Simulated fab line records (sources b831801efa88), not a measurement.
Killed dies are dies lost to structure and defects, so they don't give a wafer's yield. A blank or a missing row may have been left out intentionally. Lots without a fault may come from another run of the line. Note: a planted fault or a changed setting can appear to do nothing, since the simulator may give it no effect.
fab line records	flow sky130
record: lots: 5	wafers: 15	lastDay: 50
route steps=708 shown VIA1@473 METAL2@483 PAD_OPEN@708
lots that met no fault: from a run of the same line without faults
startH: the number of hours between the record's first day and the start of the first shown wafer of the lot	waitH: time in hours since the lot's previous step	" the same as in the row above	L1.1+2: one row covering several wafers at once	- no value present, or no start provided	* or withheld: withheld	< > ~ a bound
route shown NAME@n: a module of which the file shows steps, and the number in the route of the first	usual: mean/standard deviation taken from wafers without a fault	same: alike in all rows	chamber/n: place in a boat	sites: readings site by site	_std_site: how widely they spread, as a standard deviation	_edge_site: outer sites' mean less inner sites'	radiusMm: for every site, how far away it sits from the centre of the wafer	mask NAME#n: copy n	behind: tool/chamber where the wafer was last shaped	hold: reason for holding the lot/hours on hold/outcome of the hold	device: names the non-switching transistor (n, p or np)	end of line: tests run on the same wafers once the route is complete	a step without rows: its recipe alone	killed: at the first sort, the dies lost to defects and structure; wafer yield is something else	map: per-die view of a wafer (x killed, . not killed, _ where there is no die)
set.NAME: the setting as run; set.NAME@STEP: as run at that earlier step	model.NAME: the simulator's own value behind a step, which no gauge read
lots seen at some steps along the route; tables by step, rows by wafer
services: from which hour (startH, from the record's first day; less than 0 if before it) a tool's chamber was out of use, for how many hours, and why
== steps ==
step: SKY_VIA1_ETCH_15
recipe: target: SiO2	chemistry: C4F8/O2/Ar	targetDepthNm: 351	stopOn: TiN	maskMaterial: KrF-thick	sourceW: 1500	biasW: 1200	pressureMtorr: 40	c4f8FlowSccm: withheld	O2_flow_sccm: 6	Ar_flow_sccm: 300	timeS: 54
step: SKY_VIA1_STRIP_16
recipe: chemistry: O2/N2	powerW: 1400	pressureMtorr: 1500	platenTempC: withheld	o2FlowSccm: 3000	n2FlowSccm: 300	overashFraction: 0.5
step: SKY_VIA1_STRIP_17
recipe: chemistry: postEtchResidueRemover	timeS: 1200	tempC: 72.5
step: SKY_VIA1_CLEAN_18
recipe: chemistry: IPA	timeS: 180	tempC: 25
step: SKY_VIA1_CLEAN_19
recipe: chemistry: O3/DIW	dry: n2Spin
step: SKY_VIA1_SPUTTER_20
recipe: material: TiN	targetThkNm: 20	chamberPressurePa: 5	powerW: 4000	timeS: 80
usual: throttleValvePct: 29.8/1.2
lot.wafer	tool	chamber	startH	waitH	throttleValvePct
L579.1	pvdSputter-03	-	823.52	0.0	27.1
L579.3	"	-	"	"	31.6
L579.6	"	-	"	"	29.5
L584.1	pvdSputter-01	-	844.11	0.0	29.9
L584.5	"	-	"	"	28.9
L584.6	"	-	"	"	29.9
L594.2	pvdSputter-03	-	917.59	0.0	27.0
L594.3	"	-	"	"	31.8
L594.5	"	-	"	"	30.1
L599.3	pvdSputter-02	-	956.19	0.0	29.9
L599.5	"	-	"	"	29.5
L599.6	"	-	"	"	29.9
L601.1	pvdSputter-03	-	962.29	0.0	31.7
L601.4	"	-	"	"	27.2
L601.6	"	-	"	"	30.1
step: SKY_VIA1_CVD_21
recipe: material: W	targetThkNm: 270	timeS: 80.902	tempC: 400	pressureTorr: 40
step: SKY_VIA1_RS_MEAS_22
recipe: thkMeasGauge: four-point-probe	reads: W_of_VIA1_CVD_21+TiN_of_VIA1_SPUTTER_20
usual: VIA1_W_RS: 0.424/0.004
lot.wafer	tool	chamber	startH	waitH	VIA1_W_RS[ohm/sq]
L579.1	filmMetro-02	-	823.68	0.1	0.421
L579.3	"	-	"	"	0.426
L579.6	"	-	"	"	0.424
L584.1	filmMetro-01	-	844.26	0.1	0.431
L584.5	"	-	"	"	0.428
L584.6	"	-	"	"	0.423
L594.2	filmMetro-02	-	917.76	0.1	0.422
L594.3	"	-	"	"	0.430
L594.5	"	-	"	"	0.430
L599.3	filmMetro-01	-	956.38	0.1	0.426
L599.5	"	-	"	"	0.422
L599.6	"	-	"	"	0.427
L601.1	filmMetro-03	-	962.44	0.1	0.424
L601.4	"	-	"	"	0.425
L601.6	"	-	"	"	0.418
step: SKY_VIA1_THK_MEAS_23
recipe: thkMeasGauge: xrf	reads: W_of_VIA1_CVD_21
usual: VIA1_W_THK: 264.5/2.5
lot.wafer	tool	chamber	startH	waitH	VIA1_W_THK[nm]
L579.1	filmMetro-02	-	823.80	0.1	267.1
L579.3	"	-	"	"	265.7
L579.6	"	-	"	"	265.7
L584.1	filmMetro-01	-	844.38	0.1	260.5
L584.5	"	-	"	"	261.6
L584.6	"	-	"	"	265.3
L594.2	filmMetro-02	-	917.87	0.1	264.0
L594.3	"	-	"	"	262.2
L594.5	"	-	"	"	260.5
L599.3	filmMetro-01	-	956.48	0.1	263.0
L599.5	"	-	"	"	264.9
L599.6	"	-	"	"	261.5
L601.1	filmMetro-03	-	962.56	0.1	263.0
L601.4	"	-	"	"	264.3
L601.6	"	-	"	"	269.5
step: SKY_VIA1_CMP_24
recipe: stopOn: SiO2	tOverpolishS: 15	downForcePsi: 3.5	platenRpm: 60	targetThkNm: 0	padVelocityMS: 0.94248
step: SKY_METAL2_SPUTTER_00
recipe: material: Ti	targetThkNm: 15	powerW: 3000	timeS: 10	chamberPressurePa: 0.4
usual: throttleValvePct: 30.3/1.1
lot.wafer	tool	chamber	startH	waitH	throttleValvePct
L579.1	pvdSputter-01	-	824.16	0.2	30.1
L579.3	"	-	"	"	30.5
L579.6	"	-	"	"	30.5
L584.1	pvdSputter-04	-	844.74	0.1	30.3
L584.5	"	-	"	"	28.4
L584.6	"	-	"	"	31.5
L594.2	pvdSputter-01	-	918.22	0.2	30.0
L594.3	"	-	"	"	30.5
L594.5	"	-	"	"	30.4
L599.3	pvdSputter-04	-	956.82	0.1	28.6
L599.5	"	-	"	"	28.6
L599.6	"	-	"	"	31.1
L601.1	pvdSputter-04	-	962.92	0.2	31.3
L601.4	"	-	"	"	28.4
L601.6	"	-	"	"	30.5
step: SKY_METAL2_SPUTTER_01
recipe: material: TiN	targetThkNm: 20	powerW: 6500	timeS: 16.7	chamberPressurePa: 0.4
usual: throttleValvePct: 30.3/1.1
lot.wafer	tool	chamber	startH	waitH	throttleValvePct
L579.1	pvdSputter-01	-	824.18	0.0	30.0
L579.3	"	-	"	"	30.9
L579.6	"	-	"	"	30.7
L584.1	pvdSputter-04	-	844.76	0.0	30.3
L584.5	"	-	"	"	28.5
L584.6	"	-	"	"	31.2
L594.2	pvdSputter-01	-	918.24	0.0	30.0
L594.3	"	-	"	"	30.5
L594.5	"	-	"	"	30.7
L599.3	pvdSputter-04	-	956.84	0.0	28.5
L599.5	"	-	"	"	28.4
L599.6	"	-	"	"	31.3
L601.1	pvdSputter-04	-	962.94	0.0	31.5
L601.4	"	-	"	"	28.4
L601.6	"	-	"	"	30.5
step: SKY_METAL2_SPUTTER_02
recipe: material: AlCu	targetThkNm: 250	powerW: 10600	timeS: 13.3	chamberPressurePa: 0.4
usual: throttleValvePct: 30.3/1.1
lot.wafer	tool	chamber	startH	waitH	throttleValvePct	model.AlCu_of_METAL2_SPUTTER_02.thkNm
L579.1	pvdSputter-01	-	824.21	0.0	30.0	250.5
L579.3	"	-	"	"	30.7	253.1
L579.6	"	-	"	"	30.3	252.2
L584.1	pvdSputter-04	-	844.79	0.0	30.6	253.8
L584.5	"	-	"	"	28.5	253.8
L584.6	"	-	"	"	31.2	260.1
L594.2	pvdSputter-01	-	918.27	0.0	30.1	254.1
L594.3	"	-	"	"	31.0	256.9
L594.5	"	-	"	"	30.4	253.6
L599.3	pvdSputter-04	-	956.87	0.0	28.4	250
L599.5	"	-	"	"	28.6	249
L599.6	"	-	"	"	31.3	249.8
L601.1	pvdSputter-04	-	962.97	0.0	31.3	252.5
L601.4	"	-	"	"	28.3	252.8
L601.6	"	-	"	"	30.4	253.3
step: SKY_METAL2_SPUTTER_03
recipe: material: Ti	targetThkNm: 5	powerW: 3030	timeS: 3.3	chamberPressurePa: 0.4
step: SKY_METAL2_SPUTTER_04
recipe: material: TiN	targetThkNm: 70	powerW: 6500	timeS: 58.3	chamberPressurePa: 0.4
usual: throttleValvePct: 30.3/1.1
lot.wafer	tool	chamber	startH	waitH	throttleValvePct
L579.1	pvdSputter-01	-	824.25	0.0	29.8
L579.3	"	-	"	"	30.6
L579.6	"	-	"	"	30.6
L584.1	pvdSputter-04	-	844.84	0.0	30.2
L584.5	"	-	"	"	28.6
L584.6	"	-	"	"	31.2
L594.2	pvdSputter-01	-	918.31	0.0	30.0
L594.3	"	-	"	"	30.9
L594.5	"	-	"	"	30.6
L599.3	pvdSputter-04	-	956.91	0.0	28.4
L599.5	"	-	"	"	28.4
L599.6	"	-	"	"	31.5
L601.1	pvdSputter-04	-	963.01	0.0	31.2
L601.4	"	-	"	"	28.2
L601.6	"	-	"	"	30.1
step: SKY_METAL2_RS_MEAS_05
recipe: thkMeasGauge: four-point-probe	reads: TiN_of_METAL2_SPUTTER_04+Ti_of_METAL2_SPUTTER_03+AlCu_of_METAL2_SPUTTER_02+TiN_of_METAL2_SPUTTER_01+Ti_of_METAL2_SPUTTER_00
usual: METAL2_ALCU_RS: 0.1263/0.0013
lot.wafer	tool	chamber	startH	waitH	METAL2_ALCU_RS[ohm/sq]
L579.1	filmMetro-04	-	824.30	0.0	0.1266
L579.3	"	-	"	"	0.1253
L579.6	"	-	"	"	0.1256
L584.1	filmMetro-04	-	844.90	0.0	0.1248
L584.5	"	-	"	"	0.1247
L584.6	"	-	"	"	0.1215
L594.2	filmMetro-03	-	918.38	0.0	0.1243
L594.3	"	-	"	"	0.1233
L594.5	"	-	"	"	0.1249
L599.3	filmMetro-04	-	957.00	0.1	0.1267
L599.5	"	-	"	"	0.1273
L599.6	"	-	"	"	0.1267
L601.1	filmMetro-03	-	963.06	0.0	0.1251
L601.4	"	-	"	"	0.1254
L601.6	"	-	"	"	0.1251
step: SKY_METAL2_THK_MEAS_06
recipe: thkMeasGauge: xrf	reads: AlCu_of_METAL2_SPUTTER_02
usual: METAL2_ALCU_THK: 242/3.4
lot.wafer	tool	chamber	startH	waitH	METAL2_ALCU_THK[nm]
L579.1	filmMetro-04	-	824.42	0.1	245
L579.3	"	-	"	"	245
L579.6	"	-	"	"	246
L584.1	filmMetro-04	-	845.02	0.1	248
L584.5	"	-	"	"	249
L584.6	"	-	"	"	255
L594.2	filmMetro-03	-	918.49	0.1	245
L594.3	"	-	"	"	246
L594.5	"	-	"	"	244
L599.3	filmMetro-04	-	957.10	0.1	243
L599.5	"	-	"	"	240
L599.6	"	-	"	"	243
L601.1	filmMetro-03	-	963.18	0.1	240
L601.4	"	-	"	"	242
L601.6	"	-	"	"	242
step: SKY_METAL2_DEHYDRATE_07
recipe: tempC: 200	timeS: 60
step: SKY_METAL2_HMDS_08
recipe: primeTimeS: 60	primeTempC: 120
step: SKY_METAL2_COAT_09
recipe: resist: BARC	tempC: withheld	timeS: withheld	spinRpm: 3000	resistThkNm: 60
step: SKY_METAL2_COAT_10
recipe: resist: KrF-thick	spinRpm: 3000	resistThkNm: 450
step: SKY_METAL2_SOFTBAKE_11
recipe: tempC: 100	timeS: 90	resist: KrF-thick
step: SKY_METAL2_EXPOSE_12
recipe: maskId: MM2	na: 0.8	sourceShape: annular	sigmaInner: 0.55	sigmaOuter: 0.85	targetCdNm: 140	doseMj: 28
step: SKY_METAL2_PEB_13
recipe: pebTempC: withheld	pebTimeS: withheld	resist: KrF-thick
step: SKY_METAL2_DEVELOP_14
recipe: developTimeS: 58.95	resist: KrF-thick	devTempC: 21
step: SKY_METAL2_CD_MEAS_15
recipe: targetCdNm: 140
usual: cdNm: 140.3/1.5
lot.wafer	tool	chamber	startH	waitH	cdNm
L579.1	cdSem-01	-	850.50	-	135.7
L579.3	"	-	"	"	137.3
L579.6	"	-	"	"	136.0
L584.1	cdSem-02	-	870.85	-	142.2
L584.5	"	-	"	"	141.4
L584.6	"	-	"	"	140.7
L594.2	cdSem-01	-	943.65	-	140.6
L594.3	"	-	"	"	141.0
L594.5	"	-	"	"	141.6
L599.3	cdSem-01	-	980.77	-	139.1
L599.5	"	-	"	"	139.2
L599.6	"	-	"	"	139.0
L601.1	cdSem-02	-	987.28	-	142.6
L601.4	"	-	"	"	140.8
L601.6	"	-	"	"	141.5
step: SKY_METAL2_OVL_MEAS_16
usual: METAL2_OVL: 4/6.4
lot.wafer	tool	chamber	startH	waitH	METAL2_OVL[nm]
L579.1	overlay-01	-	850.62	0.1	-3
L579.3	"	-	"	"	-3
L579.6	"	-	"	"	5
L584.1	overlay-01	-	870.97	0.1	0
L584.5	"	-	"	"	7
L584.6	"	-	"	"	-2
L594.2	overlay-02	-	943.76	0.1	7
L594.3	"	-	"	"	5
L594.5	"	-	"	"	10
L599.3	overlay-01	-	980.86	0.1	5
L599.5	"	-	"	"	7
L599.6	"	-	"	"	12
L601.1	overlay-02	-	987.40	0.1	-1
L601.4	"	-	"	"	-2
L601.6	"	-	"	"	3
step: SKY_METAL2_DESCUM_17
recipe: chemistry: O2	sourcePowerW: 150	biasPowerW: 0	pressureMtorr: 10	tempC: 40	timeS: 8
step: SKY_METAL2_ETCH_18
recipe: chemistry: N2/H2	target: BARC	ionEnergyEv: 200	biasW: 100	pressureMtorr: 30	n2FlowSccm: 100	h2FlowSccm: 200	icpW: 500	stopOn: SiO2	timeS: 45.9	targetDepthA: 600
step: SKY_METAL2_METAL_ETCH_19
recipe: targetDepthA: 3600	stopOn: SiO2	overEtchFrac: 0.3	timeS: 78	chemistry: Cl2/BCl3	resistSidewallDeg: 88	pressureMtorr: 10	icpW: 900	biasW: 48.5	Cl2_flow_sccm: 60	bcl3FlowSccm: 30
usual: drypumpMotorCurrentA: 5.4/0.53	oesProductAu: 0.855/0.0056	throttleValvePct: 22.264/0.009
lot.wafer	tool	chamber	startH	waitH	drypumpMotorCurrentA	oesProductAu	rfHoursCounterH	throttleValvePct	model.etch.depthNm	model.METAL2.featureDepthNm
L579.1	rieMetal-04	0	850.75	0.0	6.1	0.858	8	22.260	360.7	360.7
L579.3	"	1	"	"	5.0	0.856	-	22.259	364.1	364.1
L579.6	"	1	"	"	5.0	0.855	-	22.275	362.6	362.6
L584.1	rieMetal-04	1	871.13	0.1	5.1	0.857	4	22.271	362.7	362.7
L584.5	"	1	"	"	5.1	0.862	-	22.260	362.2	362.2
L584.6	"	0	"	"	6.1	0.845	-	22.284	353.4	353.4
L594.2	rieMetal-01	1	943.88	0.0	5.1	0.857	10	22.279	364.6	364.6
L594.3	"	0	"	"	5.6	0.856	-	22.279	352.9	352.9
L594.5	"	0	"	"	5.6	0.862	-	22.265	363.8	363.8
L599.3	rieMetal-04	1	981.01	0.1	5.0	0.852	-	22.267	360.6	360.6
L599.5	"	1	"	"	5.0	0.850	-	22.266	359.8	359.8
L599.6	"	0	"	"	6.1	0.855	-	22.264	360	360
L601.1	rieMetal-02	1	987.53	0.0	4.7	0.857	12	22.259	362.2	362.2
L601.4	"	0	"	"	6.0	0.865	-	22.265	363.2	363.2
L601.6	"	1	"	"	4.7	0.853	-	22.263	363.4	363.4
step: SKY_METAL2_STRIP_20
recipe: chemistry: O2/N2	powerW: 1400	pressureMtorr: 1500	platenTempC: withheld	o2FlowSccm: 3000	n2FlowSccm: 300	overashFraction: 0.5
usual: drypumpMotorCurrentA: 5.7/0.39	oesProductAu: 0.343/0.005	stripTimeToEndpointS: 2.70/0.049
lot.wafer	tool	chamber	startH	waitH	drypumpMotorCurrentA	oesProductAu	rfHoursCounterH	stripTimeToEndpointS
L579.1	plasmaAsher-03	0	850.84	0.1	5.3	0.338	74	2.70
L579.3	"	0	"	"	5.3	0.342	-	2.74
L579.6	"	0	"	"	5.3	0.341	-	2.73
L584.1	plasmaAsher-01	0	871.25	0.1	5.4	0.337	44	2.72
L584.5	"	1	"	"	6.1	0.350	-	2.68
L584.6	"	0	"	"	5.4	0.347	-	2.63
L594.2	plasmaAsher-01	1	943.97	0.1	6.1	0.334	51	2.74
L594.3	"	0	"	"	5.5	0.345	-	2.72
L594.5	"	1	"	"	6.1	0.347	-	2.68
L599.3	plasmaAsher-04	0	981.11	0.1	5.1	0.348	-	2.69
L599.5	"	0	"	"	5.1	0.337	-	2.66
L599.6	"	1	"	"	6.3	0.333	-	2.65
L601.1	plasmaAsher-04	1	987.62	0.1	6.4	0.337	119	2.71
L601.4	"	1	"	"	6.3	0.340	-	2.64
L601.6	"	0	"	"	5.1	0.348	-	2.71
step: SKY_PAD_OPEN_PROBE_99
usual: defectLimitedYield: 82.4/1.8	killed_at_M0_to_M3: 44/6.3	killed_at_M4_up: 3.1/1.8	killedAtContacts: 25/5.1	killedAtFrontEnd: 15/4.1	killedAtOther: 0.3/0.71	killedDies: 87/8.8	killedOpen: 47/6.8	killedShort: 40/6.7	sort_bin_3_pad_short: 0.9/0.39	sort_bin_5_function: 10.4/1.5	sort_bin_6_memory: 6.4/1.1	sortNPass: 405/8.8	sortYieldPct: 82.4/1.8
same: grossDies: 492	killedAtBackSide: 0	sort_bin_4_leakage[%]: 0	sort_bin_8_speed[%]: 0
lot.wafer	tool	chamber	startH	waitH	defectLimitedYield[%]	killed_at_M0_to_M3	killed_at_M4_up	killedAtContacts	killedAtFrontEnd	killedAtOther	killedDies	killedOpen	killedShort	sort_bin_3_pad_short[%]	sort_bin_5_function[%]	sort_bin_6_memory[%]	sortNPass	sortYieldPct[%]	model.etest.met2.rsOhmSq
L579.1	prober-02	-	1098.71	0.1	81.9	38	2	26	23	0	89	55	31	0.8	10.4	6.9	403	81.9	0.1284
L579.3	prober-02	-	1098.81	0.2	82.7	40	3	25	17	0	85	39	43	0.2	11.4	5.7	407	82.7	0.1271
L579.6	prober-02	-	1098.96	0.2	79.7	52	1	26	20	1	100	66	34	1.0	13.2	6.1	392	79.7	0.1279
L584.1	prober-02	-	1116.90	0.1	79.9	57	3	22	17	0	99	53	46	1.8	10.8	7.5	393	79.9	0.1261
L584.5	prober-02	-	1117.10	0.2	83.1	34	6	26	13	4	83	48	31	0.8	8.9	7.1	409	83.1	0.125
L584.6	prober-02	-	1117.15	0.2	83.7	47	3	22	7	1	80	42	37	0.8	8.9	6.5	412	83.7	0.1213
L594.2	prober-02	-	1172.00	0.1	86.8	36	4	18	7	0	65	30	35	0.8	7.5	4.9	427	86.8	0.1274
L594.3	prober-02	-	1172.05	0.2	85.2	36	2	20	15	0	73	45	28	0.6	9.6	4.7	419	85.2	0.1257
L594.5	prober-02	-	1172.15	0.2	83.7	50	0	21	8	1	80	43	37	0.8	10.8	4.7	412	83.7	0.1249
L599.3	prober-01	-	1197.61	0.2	82.7	39	2	25	19	0	85	54	31	0.8	11.2	5.3	407	82.7	0.1281
L599.5	prober-01	-	1197.71	0.2	81.3	45	4	25	15	3	92	48	42	1.4	11.0	6.3	400	81.3	0.1285
L599.6	prober-01	-	1197.76	0.2	80.7	38	1	32	24	0	95	49	46	1.6	8.7	8.9	397	80.7	0.128
L601.1	prober-01	-	1202.74	0.1	83.7	46	4	17	13	0	80	43	37	1.2	9.6	5.5	412	83.7	0.1284
L601.4	prober-01	-	1202.89	0.2	83.7	40	5	25	10	0	80	41	39	0.6	10.6	5.1	412	83.7	0.1254
L601.6	prober-01	-	1202.99	0.2	82.9	49	4	16	15	0	84	47	37	1.0	10.0	6.1	408	82.9	0.1264
killed by level:class
L579.1 VIA3:geometricParticle:open=10 LI_CONTACT:geometricParticle:open=9 CONTACT:geometricParticle:open=9 FIELD_ISO:geometricParticle:short=7 VIA1:geometricParticle:open=6 POLY_GATE:geometricParticle:open=5 METAL2:geometricParticle:short=4 VIA2:geometricParticle:open=4
L579.3 METAL2:geometricParticle:short=9 LI_CONTACT:geometricParticle:open=9 METAL1:geometricParticle:short=7 FIELD_ISO:geometricParticle:open=5 CONTACT:geometricParticle:short=5 CONTACT:geometricParticle:open=5 VIA1:geometricParticle:short=5 VIA1:geometricParticle:open=5
L579.6 VIA1:geometricParticle:open=17 VIA3:geometricParticle:open=12 FIELD_ISO:geometricParticle:open=8 CONTACT:geometricParticle:open=8 VIA2:geometricParticle:open=7 LI_CONTACT:geometricParticle:open=7 FIELD_ISO:geometricParticle:short=5 CONTACT:geometricParticle:short=5
L584.1 VIA1:geometricParticle:open=10 VIA2:geometricParticle:open=9 VIA3:geometricParticle:open=9 LI_CONTACT:geometricParticle:open=6 LOCAL_INTERCONNECT:geometricParticle:short=6 POLY_GATE:geometricParticle:open=5 METAL1:geometricParticle:short=5 CONTACT:geometricParticle:open=5
L584.5 VIA3:geometricParticle:open=12 VIA1:geometricParticle:open=9 CONTACT:geometricParticle:short=7 FIELD_ISO:geometricParticle:open=6 LI_CONTACT:geometricParticle:open=6 LOCAL_INTERCONNECT:geometricParticle:short=6 CONTACT:geometricParticle:open=5 METAL4:geometricParticle:short=4
L584.6 VIA1:geometricParticle:open=8 CONTACT:geometricParticle:open=7 METAL1:geometricParticle:short=7 VIA3:geometricParticle:open=7 LI_CONTACT:geometricParticle:open=6 VIA3:geometricParticle:short=5 LOCAL_INTERCONNECT:geometricParticle:short=4 CONTACT:geometricParticle:short=4
L594.2 VIA1:geometricParticle:open=8 METAL2:geometricParticle:short=6 VIA3:geometricParticle:open=6 CONTACT:geometricParticle:short=5 CONTACT:geometricParticle:open=5 LI_CONTACT:geometricParticle:short=4 LI_CONTACT:geometricParticle:open=4 METAL1:geometricParticle:short=4
L594.3 VIA1:geometricParticle:open=14 CONTACT:geometricParticle:open=8 POLY_GATE:geometricParticle:open=6 VIA2:geometricParticle:open=6 LI_CONTACT:geometricParticle:open=4 CONTACT:geometricParticle:short=4 FIELD_ISO:geometricParticle:short=3 POLY_GATE:geometricParticle:short=3
L594.5 VIA2:geometricParticle:open=12 VIA1:geometricParticle:open=9 CONTACT:geometricParticle:open=7 METAL2:geometricParticle:short=6 LI_CONTACT:geometricParticle:open=6 VIA1:geometricParticle:short=5 POLY_GATE:geometricParticle:short=4 CONTACT:geometricParticle:short=4
L599.3 VIA1:geometricParticle:open=13 LI_CONTACT:geometricParticle:open=8 CONTACT:geometricParticle:short=6 VIA2:geometricParticle:open=6 VIA3:geometricParticle:open=6 FIELD_ISO:geometricParticle:short=5 CONTACT:geometricParticle:open=5 FIELD_ISO:geometricParticle:open=4
L599.5 VIA1:geometricParticle:open=15 CONTACT:geometricParticle:open=9 VIA2:geometricParticle:open=9 METAL1:geometricParticle:short=6 CONTACT:geometricParticle:short=6 FIELD_ISO:geometricParticle:open=5 LOCAL_INTERCONNECT:geometricParticle:short=5 POLY_GATE:geometricParticle:short=4
L599.6 LOCAL_INTERCONNECT:geometricParticle:short=13 VIA1:geometricParticle:open=11 FIELD_ISO:geometricParticle:short=7 POLY_GATE:geometricParticle:open=6 LI_CONTACT:geometricParticle:open=6 CONTACT:geometricParticle:open=6 FIELD_ISO:geometricParticle:open=5 CONTACT:geometricParticle:short=5
L601.1 VIA1:geometricParticle:open=10 CONTACT:geometricParticle:open=7 VIA3:geometricParticle:open=6 METAL1:geometricParticle:short=5 FIELD_ISO:geometricParticle:open=4 LI_CONTACT:geometricParticle:open=4 METAL2:geometricParticle:short=4 LOCAL_INTERCONNECT:geometricParticle:short=4
L601.4 VIA1:geometricParticle:open=10 CONTACT:geometricParticle:open=8 LI_CONTACT:geometricParticle:open=6 METAL3:geometricParticle:short=6 METAL1:geometricParticle:short=5 LOCAL_INTERCONNECT:geometricParticle:short=5 METAL4:geometricParticle:short=5 FIELD_ISO:geometricParticle:open=4
L601.6 VIA1:geometricParticle:open=14 VIA1:geometricParticle:short=8 VIA3:geometricParticle:open=8 METAL1:geometricParticle:short=7 POLY_GATE:geometricParticle:open=6 CONTACT:geometricParticle:open=5 VIA2:geometricParticle:open=4 POLY_GATE:geometricParticle:short=4
== services ==
tool	chamber	startH	hours	kind
plasmaAsher-03	-	817.15	2.2	repair
pvdSputter-02	-	820.10	6.1	repair
plasmaAsher-01	-	825.64	5.8	repair
rieMetal-04	0	836.80	2.4	repair
rieMetal-04	-	857.12	2.8	pm
pvdSputter-04	1	866.80	-	consumableReplace:kit
pvdSputter-04	1	866.80	18.0	scheduledDown
pvdSputter-04	1	866.80	18.0	ventCycle
plasmaAsher-04	-	868.70	3.2	repair
pvdSputter-02	-	872.50	2.2	repair
rieMetal-04	1	899.53	11.4	repair
plasmaAsher-04	-	904.56	2.8	pm
pvdSputter-03	-	910.80	4.8	repair
pvdSputter-02	-	911.97	3.1	repair
pvdSputter-02	-	924.66	0.9	repair
plasmaAsher-03	-	926.67	0.9	repair
plasmaAsher-04	-	942.30	8.1	repair
pvdSputter-03	1	946.64	-	consumableReplace:kit
pvdSputter-03	1	946.64	18.0	scheduledDown
pvdSputter-03	1	946.64	18.0	ventCycle
pvdSputter-01	0	958.13	-	consumableReplace:kit
pvdSputter-01	0	958.13	18.0	scheduledDown
pvdSputter-01	0	958.13	18.0	ventCycle
plasmaAsher-03	-	959.34	0.5	repair
== key ==
firstSign: step: SKY_METAL2_RS_MEAS_05	reading: METAL2_ALCU_RS	direction: down	sigmas: 3.7	usual: 0.1263	struck: 0.1215
effect: step: SKY_METAL2_THK_MEAS_06	reading: METAL2_ALCU_THK	direction: up	sigmas: 4	usual: 242	struck: 255
modelEffect: step: SKY_METAL2_SPUTTER_02	value: AlCu_of_METAL2_SPUTTER_02.thkNm	without: 251.7	struck: 260.1
modelEffect: step: SKY_METAL2_METAL_ETCH_19	value: etch.depthNm	without: 359.6	struck: 353.4
modelEffect: step: SKY_PAD_OPEN_PROBE_99	value: etest.met2.rsOhmSq	without: 0.1255	struck: 0.1213
metAt SKY_METAL2_SPUTTER_02
struckWafers L584.6
fault: kind: processParameterDrift	tool: pvdSputter-04	chamber: -	onsetH: 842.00	steps: SKY_METAL2_SPUTTER_02	channel: timeS	offset: *	shape: step	endH: 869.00	actsIn: *	stated: *	scope: struckWafersOnly
